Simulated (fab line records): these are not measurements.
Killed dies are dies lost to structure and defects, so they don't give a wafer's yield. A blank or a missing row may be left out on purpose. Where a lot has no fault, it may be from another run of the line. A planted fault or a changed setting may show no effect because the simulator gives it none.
fab line records    flow sky130
record lots=12  wafers=36  lastDay=49
route steps=708 shown METAL4@635 METAL5@661 PAD_OPEN@708
lots with no fault: from the same line, run without faults
startH: start of the lot's first displayed wafer, in hours after the record's first day    waitH: how many hours have passed since the lot's step before this one    " identical to the entry in the row above    L1.1+2: several wafers, shown together as one row    - either no value or no given start    * or withheld: withheld    < > ~ a bound
route shown NAME@n: NAME is a module with steps in the file, n the number in the route of the first one    usual: mean/standard deviation taken from wafers without a fault    same: alike in all rows    chamber/n: place in a boat    sites: each site's reading    _std_site: the standard deviation of these    _edge_site: the outer-site mean with the inner-site mean subtracted    radiusMm: how far each site lies from the wafer's centre    mask NAME#n: copy n    behind: the most recent tool/chamber to have shaped the wafer    hold: why the lot went on hold/how many hours it stayed there/how the hold came to an end    device: names the non-switching transistor (n, p or np)    end of line: tests run on the same wafers once the route is complete    a step with no rows: only its recipe    killed: dies lost to structure and defects at the first sort, not the wafer's yield    map: a wafer's dies, x killed, . not, _ none there
set.NAME: the run value of the setting; set.NAME@STEP: its run value at that earlier step    model.NAME: the simulator's own value behind a step, which no gauge read
steps of the route over a sample of lots; a table a step, a row a wafer
services: from which hour (startH, from the record's first day; less than 0 if before it) a tool's chamber was out of use, for how many hours, and why
## steps
# step SKY_METAL4_STRIP_19
# recipe chemistry=O2/N2  powerW=1400  pressureMtorr=1500  platenTempC=withheld  o2FlowSccm=3000  n2FlowSccm=300  overashFraction=0.5
# usual drypumpMotorCurrentA=5.5/0.34  oesProductAu=0.498/0.0066  stripTimeToEndpointS=6.43/0.1
lot.wafer  tool            chamber  startH   waitH  drypumpMotorCurrentA  oesProductAu  rfHoursCounterH  stripTimeToEndpointS
L902.1     plasmaAsher-02  0        979.17   0.1    5.5                   0.485         55               6.28
L902.2     "               1        "        "      5.7                   0.506         55               6.48
L902.3     "               1        "        "      5.7                   0.483         -                6.27
L906.1     plasmaAsher-02  1        1010.04  0.1    5.7                   0.485         58               6.29
L906.2     "               0        "        "      5.5                   0.491         58               6.40
L906.3     "               0        "        "      5.5                   0.497         -                6.40
L908.1     plasmaAsher-03  1        1028.34  0.1    5.5                   0.505         119              6.55
L908.2     "               0        "        "      6.1                   0.493         119              6.50
L908.5     "               1        "        "      5.5                   0.504         -                6.60
L912.1     plasmaAsher-02  0        1057.24  0.1    5.4                   0.503         63               6.68
L912.4     "               0        "        "      5.4                   0.506         -                6.46
L912.6     "               1        "        "      5.7                   0.500         -                6.48
L911.2     plasmaAsher-02  0        1058.09  0.1    5.5                   0.501         63               6.47
L911.3     "               1        "        "      5.7                   0.495         -                6.36
L911.6     "               1        "        "      5.7                   0.496         -                6.52
L910.1     plasmaAsher-02  0        1059.64  0.1    5.4                   0.497         63               6.33
L910.3     "               1        "        "      5.7                   0.492         -                6.28
L910.5     "               1        "        "      5.7                   0.497         -                6.47
L913.2     plasmaAsher-02  1        1067.11  0.1    5.7                   0.498         64               6.59
L913.3     "               0        "        "      5.4                   0.491         -                6.36
L913.6     "               0        "        "      5.4                   0.488         -                6.30
L915.2     plasmaAsher-02  0        1069.19  0.1    5.4                   0.493         64               6.40
L915.3     "               1        "        "      5.7                   0.499         -                6.44
L915.6     "               0        "        "      5.5                   0.496         -                6.43
L917.1     plasmaAsher-03  0        1084.09  0.1    6.0                   0.504         1                6.47
L917.3     "               1        "        "      5.5                   0.502         -                6.49
L917.5     "               0        "        "      6.0                   0.499         -                6.52
L918.1     plasmaAsher-02  1        1086.49  0.1    5.7                   0.498         66               6.36
L918.2     "               0        "        "      5.5                   0.499         66               6.52
L918.5     "               0        "        "      5.5                   0.508         -                6.46
L920.1     plasmaAsher-03  1        1102.59  0.1    5.5                   0.490         3                6.49
L920.3     "               0        "        "      6.0                   0.503         -                6.44
L920.4     "               1        "        "      5.5                   0.496         -                6.50
L921.3     plasmaAsher-04  0        1103.57  0.1    5.2                   0.489         -                6.25
L921.4     "               1        "        "      4.7                   0.494         -                6.43
L921.6     "               0        "        "      5.2                   0.500         -                6.35
# step SKY_METAL5_SPUTTER_00
# recipe material=Ti  targetThkNm=15  powerW=3000  timeS=10  chamberPressurePa=0.4
# usual throttleValvePct=30.4/1
lot.wafer  tool           chamber  startH   waitH  throttleValvePct
L902.1     pvdSputter-04  -        1005.01  0.2    28.3
L902.2     "              -        "        "      31.1
L902.3     "              -        "        "      30.5
L906.1     pvdSputter-04  -        1035.37  0.2    31.6
L906.2     "              -        "        "      30.4
L906.3     "              -        "        "      28.3
L908.1     pvdSputter-01  -        1053.37  0.2    31.6
L908.2     "              -        "        "      29.6
L908.5     "              -        "        "      30.0
L912.1     pvdSputter-01  -        1080.25  0.1    29.7
L912.4     "              -        "        "      30.4
L912.6     "              -        "        "      31.8
L911.2     pvdSputter-02  -        1080.90  0.2    31.0
L911.3     "              -        "        "      30.2
L911.6     "              -        "        "      30.3
L910.1     pvdSputter-01  -        1082.90  0.2    29.5
L910.3     "              -        "        "      31.8
L910.5     "              -        "        "      31.7
L913.2     pvdSputter-04  -        1089.50  0.2    31.5
L913.3     "              -        "        "      28.6
L913.6     "              -        "        "      31.3
L915.2     pvdSputter-01  -        1092.50  0.2    31.5
L915.3     "              -        "        "      29.8
L915.6     "              -        "        "      31.7
L917.1     pvdSputter-02  -        1107.37  0.2    30.9
L917.3     "              -        "        "      31.5
L917.5     "              -        "        "      31.2
L918.1     pvdSputter-01  -        1109.10  0.1    30.4
L918.2     "              -        "        "      29.4
L918.5     "              -        "        "      31.7
L920.1     pvdSputter-04  -        1124.98  0.2    28.0
L920.3     "              -        "        "      30.4
L920.4     "              -        "        "      28.8
L921.3     pvdSputter-01  -        1125.55  0.1    30.2
L921.4     "              -        "        "      31.6
L921.6     "              -        "        "      31.6
# step SKY_METAL5_SPUTTER_02
# recipe material=AlCu  targetThkNm=1150  powerW=10600  timeS=61.2  chamberPressurePa=0.4
# usual throttleValvePct=30.4/0.99
lot.wafer  tool           chamber  startH   waitH  throttleValvePct
L902.1     pvdSputter-04  -        1005.06  0.0    28.2
L902.2     "              -        "        "      31.4
L902.3     "              -        "        "      30.3
L906.1     pvdSputter-04  -        1035.41  0.0    31.4
L906.2     "              -        "        "      30.1
L906.3     "              -        "        "      28.2
L908.1     pvdSputter-01  -        1053.41  0.0    31.5
L908.2     "              -        "        "      29.5
L908.5     "              -        "        "      30.4
L912.1     pvdSputter-01  -        1080.30  0.0    29.5
L912.4     "              -        "        "      30.6
L912.6     "              -        "        "      31.8
L911.2     pvdSputter-02  -        1080.95  0.0    31.2
L911.3     "              -        "        "      30.1
L911.6     "              -        "        "      30.4
L910.1     pvdSputter-01  -        1082.95  0.0    29.6
L910.3     "              -        "        "      31.5
L910.5     "              -        "        "      31.5
L913.2     pvdSputter-04  -        1089.55  0.0    31.2
L913.3     "              -        "        "      29.0
L913.6     "              -        "        "      31.3
L915.2     pvdSputter-01  -        1092.55  0.0    31.7
L915.3     "              -        "        "      29.6
L915.6     "              -        "        "      31.8
L917.1     pvdSputter-02  -        1107.43  0.0    31.0
L917.3     "              -        "        "      31.2
L917.5     "              -        "        "      30.8
L918.1     pvdSputter-01  -        1109.15  0.0    30.4
L918.2     "              -        "        "      29.5
L918.5     "              -        "        "      31.8
L920.1     pvdSputter-04  -        1125.02  0.0    28.4
L920.3     "              -        "        "      30.6
L920.4     "              -        "        "      29.1
L921.3     pvdSputter-01  -        1125.60  0.0    30.2
L921.4     "              -        "        "      31.5
L921.6     "              -        "        "      31.8
# step SKY_METAL5_SPUTTER_04
# recipe material=TiN  targetThkNm=70  powerW=6500  timeS=58.3  chamberPressurePa=0.4
# usual throttleValvePct=30.4/1
lot.wafer  tool           chamber  startH   waitH  throttleValvePct
L902.1     pvdSputter-04  -        1005.12  0.0    28.4
L902.2     "              -        "        "      31.4
L902.3     "              -        "        "      30.4
L906.1     pvdSputter-04  -        1035.48  0.0    31.4
L906.2     "              -        "        "      30.6
L906.3     "              -        "        "      27.9
L908.1     pvdSputter-01  -        1053.48  0.0    31.7
L908.2     "              -        "        "      29.6
L908.5     "              -        "        "      30.2
L912.1     pvdSputter-01  -        1080.37  0.0    29.6
L912.4     "              -        "        "      30.5
L912.6     "              -        "        "      31.6
L911.2     pvdSputter-02  -        1081.02  0.0    31.3
L911.3     "              -        "        "      30.0
L911.6     "              -        "        "      29.9
L910.1     pvdSputter-01  -        1083.02  0.0    29.9
L910.3     "              -        "        "      31.8
L910.5     "              -        "        "      31.5
L913.2     pvdSputter-04  -        1089.62  0.0    31.7
L913.3     "              -        "        "      28.8
L913.6     "              -        "        "      31.3
L915.2     pvdSputter-01  -        1092.62  0.0    31.7
L915.3     "              -        "        "      29.7
L915.6     "              -        "        "      31.7
L917.1     pvdSputter-02  -        1107.51  0.0    31.0
L917.3     "              -        "        "      31.2
L917.5     "              -        "        "      30.9
L918.1     pvdSputter-01  -        1109.22  0.0    30.2
L918.2     "              -        "        "      29.8
L918.5     "              -        "        "      31.4
L920.1     pvdSputter-04  -        1125.09  0.0    28.1
L920.3     "              -        "        "      30.6
L920.4     "              -        "        "      28.8
L921.3     pvdSputter-01  -        1125.67  0.0    30.4
L921.4     "              -        "        "      31.6
L921.6     "              -        "        "      31.7
# step SKY_PAD_OPEN_PROBE_99
# usual defectLimitedYield=82.5/1.8  killed_at_M0_to_M3=42/6.6  killed_at_M4_up=3.0/1.8  killedAtContacts=25/5.1  killedAtFrontEnd=15/4.4  killedAtOther=0.3/0.56  killedDies=86/8.6  killedOnRim=17/3.9  killedOpen=47/6.9  killedShort=38/6  sort_bin_3_pad_short=0.8/0.42  sort_bin_5_function=10.6/1.5  sort_bin_6_memory=6.1/1.1  sortNPass=406/8.6  sortYieldPct=82.5/1.8
# same grossDies=492  killedAtBackSide=0  sort_bin_4_leakage[%]=0  sort_bin_8_speed[%]=0
lot.wafer  tool       chamber  startH   waitH  hold                      defectLimitedYield[%]  killed_at_M0_to_M3  killed_at_M4_up  killedAtContacts  killedAtFrontEnd  killedAtOther  killedDies  killedOnRim  killedOpen  killedShort  sort_bin_3_pad_short[%]  sort_bin_5_function[%]  sort_bin_6_memory[%]  sortNPass  sortYieldPct[%]
L902.1     prober-02  -        1074.53  0.1    -                         85.0                   26                  4                24                20                0              74          12           39          33           0.6                      8.5                     5.9                   418        85.0
L902.2     prober-02  -        1074.58  0.1    -                         80.3                   54                  1                30                12                0              97          23           52          44           1.6                      10.4                    7.7                   395        80.3
L902.3     prober-02  -        1074.63  0.2    -                         84.8                   31                  1                34                9                 0              75          12           42          33           0.4                      9.8                     5.1                   417        84.8
L906.1     prober-02  -        1100.53  0.1    -                         82.3                   37                  0                33                16                1              87          16           50          37           1.4                      11.0                    5.3                   405        82.3
L906.2     prober-02  -        1100.58  0.1    -                         82.5                   37                  3                26                20                0              86          24           47          39           0.6                      8.7                     8.1                   406        82.5
L906.3     prober-02  -        1100.63  0.2    -                         81.7                   41                  3                32                14                0              90          13           47          43           1.2                      10.6                    6.5                   402        81.7
L908.1     prober-02  -        1117.53  0.1    -                         83.7                   44                  1                23                11                1              80          13           48          32           0.2                      9.3                     6.7                   412        83.7
L908.2     prober-02  -        1117.58  0.1    -                         84.6                   32                  3                29                12                0              76          12           32          44           1.4                      10.6                    3.5                   416        84.6
L908.5     prober-02  -        1117.73  0.2    -                         79.9                   49                  2                31                17                0              99          14           55          44           0.8                      12.8                    6.5                   393        79.9
L912.1     prober-02  -        1143.53  0.1    -                         82.9                   34                  4                23                23                0              84          18           34          49           1.2                      10.0                    5.9                   408        82.9
L912.4     prober-02  -        1143.68  0.2    -                         82.3                   50                  1                25                11                0              87          11           45          41           0.8                      8.5                     8.3                   405        82.3
L912.6     prober-02  -        1143.78  0.2    -                         82.7                   44                  6                24                11                0              85          20           40          45           0.8                      11.2                    5.3                   407        82.7
L911.2     prober-01  -        1144.66  0.1    -                         83.7                   44                  0                27                9                 0              80          23           44          36           1.6                      10.0                    4.7                   412        83.7
L911.3     prober-01  -        1144.71  0.2    -                         83.7                   34                  2                26                18                0              80          19           43          37           0.6                      9.1                     6.5                   412        83.7
L911.6     prober-01  -        1144.86  0.2    -                         84.3                   44                  3                22                8                 0              77          14           35          42           1.0                      9.1                     5.5                   415        84.3
L910.1     prober-02  -        1145.26  0.1    -                         79.9                   59                  5                25                9                 1              99          18           52          47           1.4                      12.6                    6.1                   393        79.9
L910.3     prober-02  -        1145.36  0.2    -                         84.8                   40                  3                23                8                 1              75          15           48          26           0.2                      10.8                    4.3                   417        84.8
L910.5     prober-02  -        1145.46  0.2    -                         82.7                   43                  5                24                13                0              85          18           48          37           0.4                      12.4                    4.5                   407        82.7
L913.2     prober-01  -        1151.73  0.1    -                         80.5                   48                  2                26                19                1              96          17           45          51           1.4                      12.2                    5.9                   396        80.5
L913.3     prober-01  -        1151.78  0.2    -                         80.3                   41                  3                37                16                0              97          19           52          45           0.6                      11.8                    7.3                   395        80.3
L913.6     prober-01  -        1151.93  0.2    -                         80.7                   44                  2                26                23                0              95          16           45          50           0.6                      11.4                    7.3                   397        80.7
L915.2     prober-01  -        1154.13  0.1    -                         80.9                   42                  1                30                21                0              94          19           61          32           0.8                      11.0                    7.3                   398        80.9
L915.3     prober-01  -        1154.18  0.2    -                         85.2                   39                  6                19                9                 0              73          16           39          33           0.6                      9.8                     4.5                   419        85.2
L915.6     prober-01  -        1154.33  0.2    -                         85.6                   38                  2                16                15                0              71          11           45          25           0.8                      7.5                     6.1                   421        85.6
L917.1     prober-01  -        1165.99  0.1    -                         83.9                   39                  1                22                17                0              79          15           44          35           1.0                      9.1                     5.9                   413        83.9
L917.3     prober-01  -        1166.09  0.2    -                         80.7                   47                  2                27                19                0              95          28           55          38           0.6                      11.4                    7.3                   397        80.7
L917.5     prober-01  -        1166.19  0.2    -                         82.1                   49                  2                21                16                0              88          23           41          46           0.8                      11.0                    6.1                   404        82.1
L918.1     prober-02  -        1168.08  0.1    awaitDispo/5.9h/release   78.9                   43                  32               19                10                0              104         26           47          27           2.0                      13.4                    5.7                   388        78.9
L918.2     prober-02  -        1168.13  0.1    awaitDispo/5.9h/release   76.2                   39                  34               22                21                1              117         25           46          39           2.8                      14.6                    6.3                   375        76.2
L918.5     prober-02  -        1168.28  0.2    awaitDispo/5.9h/release   74.4                   36                  56               21                13                0              126         16           38          35           2.4                      15.0                    8.1                   366        74.4
L920.1     prober-02  -        1181.87  0.1    -                         82.5                   44                  2                20                19                1              86          16           52          33           0.8                      10.6                    6.1                   406        82.5
L920.3     prober-02  -        1181.97  0.2    -                         84.8                   26                  1                32                16                0              75          15           41          34           0.2                      10.2                    4.9                   417        84.8
L920.4     prober-02  -        1182.02  0.2    -                         83.5                   41                  1                21                18                0              81          16           45          35           0.2                      12.6                    3.7                   411        83.5
L921.3     prober-01  -        1182.91  0.2    awaitDispo/15.1h/release  77.0                   46                  31               24                12                0              113         30           42          40           1.8                      14.2                    6.9                   379        77.0
L921.4     prober-01  -        1182.96  0.2    awaitDispo/15.1h/release  74.4                   34                  54               21                15                2              126         14           46          33           2.6                      17.9                    5.1                   366        74.4
L921.6     prober-01  -        1183.06  0.2    awaitDispo/15.1h/release  76.0                   30                  56               20                12                0              118         14           42          23           2.4                      15.4                    6.1                   374        76.0
# killed by level:class
L902.1 CONTACT:geometricParticle:open=8 FIELD_ISO:geometricParticle:short=5 FIELD_ISO:geometricParticle:open=5 CONTACT:geometricParticle:short=5 POLY_GATE:geometricParticle:short=5 LOCAL_INTERCONNECT:geometricParticle:short=5 VIA1:geometricParticle:open=5 VIA3:geometricParticle:open=4
L902.2 VIA3:geometricParticle:open=11 LI_CONTACT:geometricParticle:open=9 VIA2:geometricParticle:open=9 VIA1:geometricParticle:open=8 CONTACT:geometricParticle:open=7 METAL1:geometricParticle:short=7 METAL2:geometricParticle:short=6 POLY_GATE:geometricParticle:short=5
L902.3 LI_CONTACT:geometricParticle:open=11 CONTACT:geometricParticle:open=9 VIA1:geometricParticle:open=7 LOCAL_INTERCONNECT:geometricParticle:short=6 LI_CONTACT:geometricParticle:short=5 VIA2:geometricParticle:open=5 METAL1:geometricParticle:short=4 METAL2:geometricParticle:short=3
L906.1 CONTACT:geometricParticle:open=13 VIA1:geometricParticle:open=9 CONTACT:geometricParticle:short=7 LI_CONTACT:geometricParticle:open=7 FIELD_ISO:geometricParticle:open=6 METAL1:geometricParticle:short=6 VIA3:geometricParticle:open=5 METAL3:geometricParticle:short=4
L906.2 CONTACT:geometricParticle:open=11 LI_CONTACT:geometricParticle:open=8 METAL1:geometricParticle:short=7 FIELD_ISO:geometricParticle:short=6 VIA3:geometricParticle:open=6 VIA1:geometricParticle:short=5 POLY_GATE:geometricParticle:short=4 POLY_GATE:geometricParticle:open=4
L906.3 CONTACT:geometricParticle:open=10 LI_CONTACT:geometricParticle:open=10 METAL1:geometricParticle:short=8 CONTACT:geometricParticle:short=7 VIA1:geometricParticle:open=6 VIA3:geometricParticle:open=6 VIA3:geometricParticle:short=6 FIELD_ISO:geometricParticle:open=4
L908.1 VIA1:geometricParticle:open=12 VIA2:geometricParticle:open=10 CONTACT:geometricParticle:open=9 LI_CONTACT:geometricParticle:open=7 FIELD_ISO:geometricParticle:short=5 LOCAL_INTERCONNECT:geometricParticle:short=4 VIA2:geometricParticle:short=4 CONTACT:geometricParticle:short=3
L908.2 METAL2:geometricParticle:short=9 LI_CONTACT:geometricParticle:short=7 LI_CONTACT:geometricParticle:open=7 CONTACT:geometricParticle:open=7 VIA2:geometricParticle:open=5 FIELD_ISO:geometricParticle:open=4 LOCAL_INTERCONNECT:geometricParticle:short=4 METAL1:geometricParticle:short=4
L908.5 VIA1:geometricParticle:open=13 CONTACT:geometricParticle:open=10 LI_CONTACT:geometricParticle:open=8 METAL1:geometricParticle:short=7 POLY_GATE:geometricParticle:open=5 METAL2:geometricParticle:short=5 VIA3:geometricParticle:open=5 FIELD_ISO:geometricParticle:open=4
L912.1 FIELD_ISO:geometricParticle:short=9 VIA1:geometricParticle:open=9 POLY_GATE:geometricParticle:short=8 CONTACT:geometricParticle:short=8 LI_CONTACT:geometricParticle:open=5 VIA3:geometricParticle:open=5 CONTACT:geometricParticle:open=5 METAL2:geometricParticle:short=5
L912.4 VIA1:geometricParticle:open=10 LI_CONTACT:geometricParticle:open=8 VIA3:geometricParticle:open=8 METAL2:geometricParticle:short=7 LOCAL_INTERCONNECT:geometricParticle:short=6 CONTACT:geometricParticle:open=6 VIA2:geometricParticle:open=6 VIA1:geometricParticle:short=6
L912.6 VIA2:geometricParticle:open=9 VIA1:geometricParticle:open=8 LI_CONTACT:geometricParticle:open=6 CONTACT:geometricParticle:open=6 VIA2:geometricParticle:short=6 CONTACT:geometricParticle:short=5 VIA3:geometricParticle:short=5 VIA1:geometricParticle:short=4
L911.2 CONTACT:geometricParticle:open=12 VIA1:geometricParticle:open=8 LOCAL_INTERCONNECT:geometricParticle:short=7 METAL1:geometricParticle:short=6 VIA3:geometricParticle:open=6 CONTACT:geometricParticle:short=5 VIA1:geometricParticle:short=5 METAL2:geometricParticle:short=5
L911.3 CONTACT:geometricParticle:open=10 VIA1:geometricParticle:open=9 POLY_GATE:geometricParticle:short=7 METAL2:geometricParticle:short=6 LI_CONTACT:geometricParticle:open=5 LOCAL_INTERCONNECT:geometricParticle:short=4 CONTACT:geometricParticle:short=4 VIA2:geometricParticle:open=4
L911.6 CONTACT:geometricParticle:open=7 LOCAL_INTERCONNECT:geometricParticle:short=7 METAL2:geometricParticle:short=7 VIA1:geometricParticle:open=6 VIA2:geometricParticle:open=6 METAL1:geometricParticle:short=5 LI_CONTACT:geometricParticle:open=4 VIA3:geometricParticle:short=4
L910.1 VIA1:geometricParticle:open=12 VIA3:geometricParticle:open=11 VIA2:geometricParticle:open=8 CONTACT:geometricParticle:open=7 METAL2:geometricParticle:short=7 METAL3:geometricParticle:short=7 VIA2:geometricParticle:short=6 LOCAL_INTERCONNECT:geometricParticle:short=5
L910.3 CONTACT:geometricParticle:open=9 VIA1:geometricParticle:open=9 VIA3:geometricParticle:open=8 VIA2:geometricParticle:open=6 VIA1:geometricParticle:short=5 LOCAL_INTERCONNECT:geometricParticle:short=5 LI_CONTACT:geometricParticle:open=4 FIELD_ISO:geometricParticle:open=3
L910.5 VIA1:geometricParticle:open=11 CONTACT:geometricParticle:open=10 VIA3:geometricParticle:open=7 METAL1:geometricParticle:short=6 VIA2:geometricParticle:open=6 LI_CONTACT:geometricParticle:open=5 METAL4:geometricParticle:short=5 METAL2:geometricParticle:short=4
L913.2 VIA1:geometricParticle:open=10 CONTACT:geometricParticle:short=9 CONTACT:geometricParticle:open=9 VIA2:geometricParticle:open=8 METAL1:geometricParticle:short=6 VIA1:geometricParticle:short=6 METAL2:geometricParticle:short=6 POLY_GATE:geometricParticle:open=5
L913.3 CONTACT:geometricParticle:open=15 FIELD_ISO:geometricParticle:open=8 LI_CONTACT:geometricParticle:open=8 METAL1:geometricParticle:short=8 CONTACT:geometricParticle:short=7 VIA1:geometricParticle:open=6 VIA2:geometricParticle:short=6 VIA2:geometricParticle:open=6
L913.6 CONTACT:geometricParticle:open=10 VIA1:geometricParticle:open=10 CONTACT:geometricParticle:short=9 VIA1:geometricParticle:short=8 FIELD_ISO:geometricParticle:short=6 VIA3:geometricParticle:open=6 POLY_GATE:geometricParticle:short=5 LI_CONTACT:geometricParticle:open=4
L915.2 CONTACT:geometricParticle:open=12 VIA1:geometricParticle:open=12 LI_CONTACT:geometricParticle:open=11 POLY_GATE:geometricParticle:open=7 VIA3:geometricParticle:open=7 METAL2:geometricParticle:short=5 FIELD_ISO:geometricParticle:short=4 FIELD_ISO:geometricParticle:open=4
L915.3 VIA1:geometricParticle:open=13 CONTACT:geometricParticle:open=8 VIA2:geometricParticle:open=6 FIELD_ISO:geometricParticle:short=4 METAL4:geometricParticle:short=4 VIA3:geometricParticle:short=4 FIELD_ISO:geometricParticle:open=3 LI_CONTACT:geometricParticle:open=3
L915.6 VIA3:geometricParticle:open=10 VIA1:geometricParticle:open=9 VIA2:geometricParticle:open=7 METAL2:geometricParticle:short=5 LI_CONTACT:geometricParticle:open=5 LOCAL_INTERCONNECT:geometricParticle:short=5 CONTACT:geometricParticle:open=5 FIELD_ISO:geometricParticle:open=4
L917.1 VIA1:geometricParticle:open=10 CONTACT:geometricParticle:open=8 LI_CONTACT:geometricParticle:open=6 METAL2:geometricParticle:short=6 METAL1:geometricParticle:short=5 POLY_GATE:geometricParticle:short=4 SPACER:geometricParticle:open=4 CONTACT:geometricParticle:short=4
L917.3 CONTACT:geometricParticle:open=10 VIA1:geometricParticle:open=10 LI_CONTACT:geometricParticle:open=9 VIA1:geometricParticle:short=7 VIA2:geometricParticle:open=7 METAL1:geometricParticle:short=6 VIA3:geometricParticle:open=6 FIELD_ISO:geometricParticle:open=5
L917.5 VIA1:geometricParticle:open=11 CONTACT:geometricParticle:open=11 METAL1:geometricParticle:short=10 METAL2:geometricParticle:short=9 VIA1:geometricParticle:short=7 POLY_GATE:geometricParticle:short=6 LI_CONTACT:geometricParticle:open=4 VIA2:geometricParticle:open=4
L918.1 METAL5:unspecified=30 VIA1:geometricParticle:open=13 LI_CONTACT:geometricParticle:open=7 METAL1:geometricParticle:short=7 VIA3:geometricParticle:open=7 CONTACT:geometricParticle:open=5 FIELD_ISO:geometricParticle:open=4 POLY_GATE:geometricParticle:open=4
L918.2 METAL5:unspecified=31 VIA1:geometricParticle:open=11 FIELD_ISO:geometricParticle:short=9 VIA3:geometricParticle:open=8 CONTACT:geometricParticle:open=7 FIELD_ISO:geometricParticle:open=5 LI_CONTACT:geometricParticle:open=5 METAL3:geometricParticle:short=5
L918.5 METAL5:unspecified=53 CONTACT:geometricParticle:open=11 VIA1:geometricParticle:open=8 METAL3:geometricParticle:short=6 POLY_GATE:geometricParticle:open=5 METAL1:geometricParticle:short=5 LOCAL_INTERCONNECT:geometricParticle:short=4 VIA2:geometricParticle:open=4
L920.1 VIA1:geometricParticle:open=11 POLY_GATE:geometricParticle:open=7 VIA3:geometricParticle:open=7 LI_CONTACT:geometricParticle:open=6 CONTACT:geometricParticle:open=6 METAL1:geometricParticle:short=6 VIA3:geometricParticle:short=6 VIA2:geometricParticle:open=5
L920.3 CONTACT:geometricParticle:open=13 CONTACT:geometricParticle:short=6 VIA3:geometricParticle:open=6 FIELD_ISO:geometricParticle:open=5 LI_CONTACT:geometricParticle:open=5 VIA1:geometricParticle:open=5 POLY_GATE:geometricParticle:short=4 LOCAL_INTERCONNECT:geometricParticle:short=4
L920.4 VIA1:geometricParticle:open=7 FIELD_ISO:geometricParticle:open=6 LOCAL_INTERCONNECT:geometricParticle:short=6 VIA3:geometricParticle:short=6 VIA1:geometricParticle:short=6 LI_CONTACT:geometricParticle:open=5 VIA2:geometricParticle:open=5 CONTACT:geometricParticle:open=5
L921.3 METAL5:unspecified=31 VIA1:geometricParticle:open=11 LOCAL_INTERCONNECT:geometricParticle:short=6 CONTACT:geometricParticle:open=6 POLY_GATE:geometricParticle:open=5 METAL1:geometricParticle:short=5 VIA1:geometricParticle:short=5 POLY_GATE:geometricParticle:short=4
L921.4 METAL5:unspecified=47 VIA2:geometricParticle:open=10 VIA1:geometricParticle:open=8 LI_CONTACT:geometricParticle:open=7 METAL4:geometricParticle:short=7 CONTACT:geometricParticle:open=6 CONTACT:geometricParticle:short=5 METAL1:geometricParticle:short=5
L921.6 METAL5:unspecified=53 VIA1:geometricParticle:open=8 LI_CONTACT:geometricParticle:open=7 FIELD_ISO:geometricParticle:short=6 CONTACT:geometricParticle:open=6 VIA2:geometricParticle:open=6 METAL2:geometricParticle:short=4 VIA3:geometricParticle:open=4
## services
tool            chamber  startH   hours  kind
pvdSputter-04   -        991.57   2.5    repair
plasmaAsher-03  -        1015.61  2.8    pm
pvdSputter-04   0        1026.27  -      consumableReplace:kit
pvdSputter-04   0        1026.27  18.0   scheduledDown
pvdSputter-04   0        1026.27  18.0   ventCycle
plasmaAsher-03  -        1053.02  14.6   pm
plasmaAsher-03  -        1067.62  9.0    pm
plasmaAsher-03  0        1067.62  9.0    ventCycle
plasmaAsher-03  1        1067.62  9.0    ventCycle
plasmaAsher-03  0        1076.62  -      clean
plasmaAsher-03  1        1076.62  -      clean
pvdSputter-01   1        1091.05  -      consumableReplace:kit
pvdSputter-01   1        1091.05  18.0   scheduledDown
pvdSputter-01   1        1091.05  18.0   ventCycle
pvdSputter-02   2        1092.23  -      consumableReplace:kit
pvdSputter-02   2        1092.23  18.0   scheduledDown
pvdSputter-02   2        1092.23  18.0   ventCycle
pvdSputter-04   3        1121.48  -      consumableReplace:kit
pvdSputter-04   3        1121.48  18.0   scheduledDown
pvdSputter-04   3        1121.48  18.0   ventCycle
## key
firstSign step=SKY_PAD_OPEN_PROBE_99  reading=killed_at_M4_up  direction=up  sigmas=23  usual=3.0  struck=43.8
effect step=SKY_PAD_OPEN_PROBE_99  reading=sort_bin_3_pad_short  direction=up  sigmas=3.7  usual=0.8  struck=2.4
metAt SKY_METAL5_SPUTTER_02
struckLots L918,L921
notActingAt SKY_METAL4_STRIP_19,SKY_METAL5_SPUTTER_00,SKY_METAL5_SPUTTER_04
onsetBetween 1092.55 1109.15
fault kind=chamberParticleSource  tool=pvdSputter-01  chamber=-  onsetH=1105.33  steps=SKY_METAL5_SPUTTER_02  ratePerVisitCm2=0.68657  endH=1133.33
